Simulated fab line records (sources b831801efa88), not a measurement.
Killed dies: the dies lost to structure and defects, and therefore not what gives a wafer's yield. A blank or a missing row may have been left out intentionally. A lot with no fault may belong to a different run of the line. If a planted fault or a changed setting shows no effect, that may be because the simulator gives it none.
Matching of chambers || flow sky130 || 4 sister chambers for SKY_VIA2_ETCH_15 on rie-diel-02
The step etches SiO2 in C4F8/O2/Ar, stops on TiN, target depth 546 nm, time 84 s. 16 wafers are shown with their chamber, then 8 later ones without.

WAFERS PAIRED WITH THEIR CHAMBERS
{"wafer": "L077.2", "chamber": 3, "oes-product-au (a.u.)": 0.939}
{"wafer": "L077.3", "chamber": 2, "oes-product-au (a.u.)": 0.934}
{"wafer": "L077.5", "chamber": 2, "oes-product-au (a.u.)": 0.933}
{"wafer": "L081.1", "chamber": 1, "oes-product-au (a.u.)": 0.944}
{"wafer": "L081.3", "chamber": 2, "oes-product-au (a.u.)": 0.945}
{"wafer": "L081.5", "chamber": 3, "oes-product-au (a.u.)": 0.934}
{"wafer": "L087.2", "chamber": 1, "oes-product-au (a.u.)": 0.947}
{"wafer": "L087.3", "chamber": 0, "oes-product-au (a.u.)": 0.940}
{"wafer": "L087.5", "chamber": 2, "oes-product-au (a.u.)": 0.943}
{"wafer": "L091.1", "chamber": 1, "oes-product-au (a.u.)": 0.940}
{"wafer": "L091.5", "chamber": 0, "oes-product-au (a.u.)": 0.951}
{"wafer": "L091.6", "chamber": 3, "oes-product-au (a.u.)": 0.947}
{"wafer": "L093.1", "chamber": 3, "oes-product-au (a.u.)": 0.951}
{"wafer": "L093.2", "chamber": 1, "oes-product-au (a.u.)": 0.944}
{"wafer": "L093.6", "chamber": 3, "oes-product-au (a.u.)": 0.948}
{"wafer": "L095.1", "chamber": 3, "oes-product-au (a.u.)": 0.941}

SIGNATURES (averages over the wafers above)
{"reading": "oes-product-au", "chamber 0": 0.94550, "chamber 1": 0.94375, "chamber 2": 0.93875, "chamber 3": 0.94333, "scatter within a chamber": 0.0058}
Rule: for a wafer and a chamber, the distance is found by dividing, reading by reading, the gap between the wafer's reading and the chamber's mean by the reading's scatter, squaring, summing and taking the root. The wafer belongs to the nearest chamber; if the next one is less than 2 further off, it can't be placed. The scatter: the root of (the sum of the squares of (reading less its chamber's mean) over the shown wafers, divided by (wafers less chambers)).

WAFERS WHOSE CHAMBER IS MISSING
{"wafer": "L095.2", "oes-product-au (a.u.)": 0.937}
{"wafer": "L095.3", "oes-product-au (a.u.)": 0.935}
{"wafer": "L095.4", "oes-product-au (a.u.)": 0.930}
{"wafer": "L095.5", "oes-product-au (a.u.)": 0.942}
{"wafer": "L095.6", "oes-product-au (a.u.)": 0.936}
{"wafer": "L094.2", "oes-product-au (a.u.)": 0.946}
{"wafer": "L094.3", "oes-product-au (a.u.)": 0.942}
{"wafer": "L094.5", "oes-product-au (a.u.)": 0.942}

THE CHAMBER EACH PASSED THROUGH
{"wafer": "L095.2", "from the rows above": "can't be placed: 2 or 3 or 1 or 0", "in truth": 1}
{"wafer": "L095.3", "from the rows above": "can't be placed: 2 or 3 or 1 or 0", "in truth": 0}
{"wafer": "L095.4", "from the rows above": "can't be placed: 2 or 3 or 1 or 0", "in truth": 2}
{"wafer": "L095.5", "from the rows above": "can't be placed: 3 or 1 or 2 or 0", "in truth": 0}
{"wafer": "L095.6", "from the rows above": "can't be placed: 2 or 3 or 1 or 0", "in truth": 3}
{"wafer": "L094.2", "from the rows above": "can't be placed: 0 or 1 or 3 or 2", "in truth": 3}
{"wafer": "L094.3", "from the rows above": "can't be placed: 3 or 1 or 2 or 0", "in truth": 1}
{"wafer": "L094.5", "from the rows above": "can't be placed: 3 or 1 or 2 or 0", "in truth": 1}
Correct placement for 0 of the 8. These rows do not allow placing 8 (true chamber among the candidates in 8). Wrongly placed: 0.
